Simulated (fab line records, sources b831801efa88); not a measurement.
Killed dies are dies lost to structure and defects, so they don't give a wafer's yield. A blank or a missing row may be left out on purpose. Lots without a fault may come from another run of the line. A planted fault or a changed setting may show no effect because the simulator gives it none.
A struck lot beside a sound one | flow gf180mcu | 15 steps out of a route of 602
Sound: wafers L901.1, L901.4, L901.5. Struck: wafers L909.3, L909.4, L909.6. The cause comes at the end.
At each step with rows: each side's tool, then ch and its chambers, then its first start. Under that, the readings that differ: sound wafers | struck wafers | difference of the means | sigmas: that difference in standard deviations of wafers without a fault.
alike: readings whose means differ by less than 2 such deviations, and words and numbers that are the same on both sides. not compared: withheld readings, readings that some wafer has no value for, bounds like >300 that may hide the same value, and numbers for which the record gives no deviation and whose values overlap.
The two part at a step that has a row with sigmas, a row that says differs or no value, or rows on one side only. Numbers that don't overlap but have no deviation are shown without sigmas and don't part them. A reading that every wafer of one side lacks parts them only if that side has two wafers or more.

GF_DUAL_GATE_THK_MEAS_03:
  sound on film_metro-01, day 8 15:13; struck on film_metro-02, day 11 03:20
  alike: DUAL_GATE_OXIDATION_00_THK
then, 7 steps without rows for these wafers: GF_DUAL_GATE_DEHYDRATE_04 (time 60 s); GF_DUAL_GATE_HMDS_05 (prime time 60 s); GF_DUAL_GATE_COAT_06 (resist thk 1000 nm); GF_DUAL_GATE_SOFTBAKE_07 (time 60 s); GF_DUAL_GATE_EXPOSE_08 (exposes mask Dualgate, target cd 700 nm); GF_DUAL_GATE_PEB_09; GF_DUAL_GATE_DEVELOP_10 (develop time 60 s).
GF_DUAL_GATE_OVL_MEAS_11:
  sound on overlay-02, day 9 08:28; struck on overlay-01, day 11 21:38
  alike: DUAL_GATE_OVL
then, 1 step without rows for these wafers: GF_DUAL_GATE_WET_ETCH_12 (etches SiO2 in dHF, target depth 13 nm, time 260 s).
GF_DUAL_GATE_STRIP_13: strips in O2/N2.
  sound on plasma_asher-03 ch 0,1, day 9 08:41; struck on plasma_asher-02 ch 0,1, day 11 21:51
  alike: chamber_pressure_mTorr, drypump_motor_current_A, heater_power_w, o2_flow_sccm, oes_product_au, strip_time_to_endpoint_s
  not compared: rf_hours_counter_h
then, 1 step without rows for these wafers: GF_DUAL_GATE_CLEAN_14 (cleans in SC1/SC2, time 150 s).
GF_DUAL_GATE_OXIDATION_15: stabilise 600 s, purge 300 s, target thk 7.098 nm.
  sound on furnace-02 ch 0, day 9 08:53; struck on furnace-01 ch 0, day 11 22:01
  reading                   | sound             | struck            | difference | sigmas
  spike_tc_centre_C (C)     | 848.2 849.7 849.2 | 857.7 855.0 856.2 | +7.3       | +5
  spike_tc_top_C (C)        | 861.6 860.7 864.0 | 870.4 872.6 871.4 | +9.4       | +5
  spike_tc_upper_C (C)      | 849.7 848.9 849.2 | 809.3 810.1 810.0 | -39.5      | -39
  zone_power_centre_pct (%) | 17.3 17.4 17.3    | 23.0 23.1 22.8    | +5.6       | +10
  zone_power_top_pct (%)    | 32.0 31.6 31.7    | 38.4 38.5 38.5    | +6.7       | +8
  zone_power_upper_pct (%)  | 14.8 14.7 14.4    | 1.6 1.6 1.6       | -13.0      | -8
  alike: zone_power_bottom_pct
then, 1 step without rows for these wafers: GF_POLY_GATE_CVD_00 (deposits poly-Si, target thk 200 nm, time 1200 s).
-- the record jumps here: 21 days lie between the struck wafers' starts before and after (it left off in module POLY_GATE and takes up again in module PASSIVATION, whose first step shown is number 602 of the route) --
GF_PASSIVATION_PROBE_99:
  the record has rows for the struck wafers here (prober-02, day 32 13:39) and none for the sound ones

WHERE THEY PART
First at GF_DUAL_GATE_OXIDATION_15; last, within this record, at GF_PASSIVATION_PROBE_99.

WHY: what the simulator had put in
Process parameter drift: furnace-01, from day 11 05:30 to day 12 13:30, at GF_DUAL_GATE_OXIDATION_15. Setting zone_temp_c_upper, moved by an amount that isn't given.
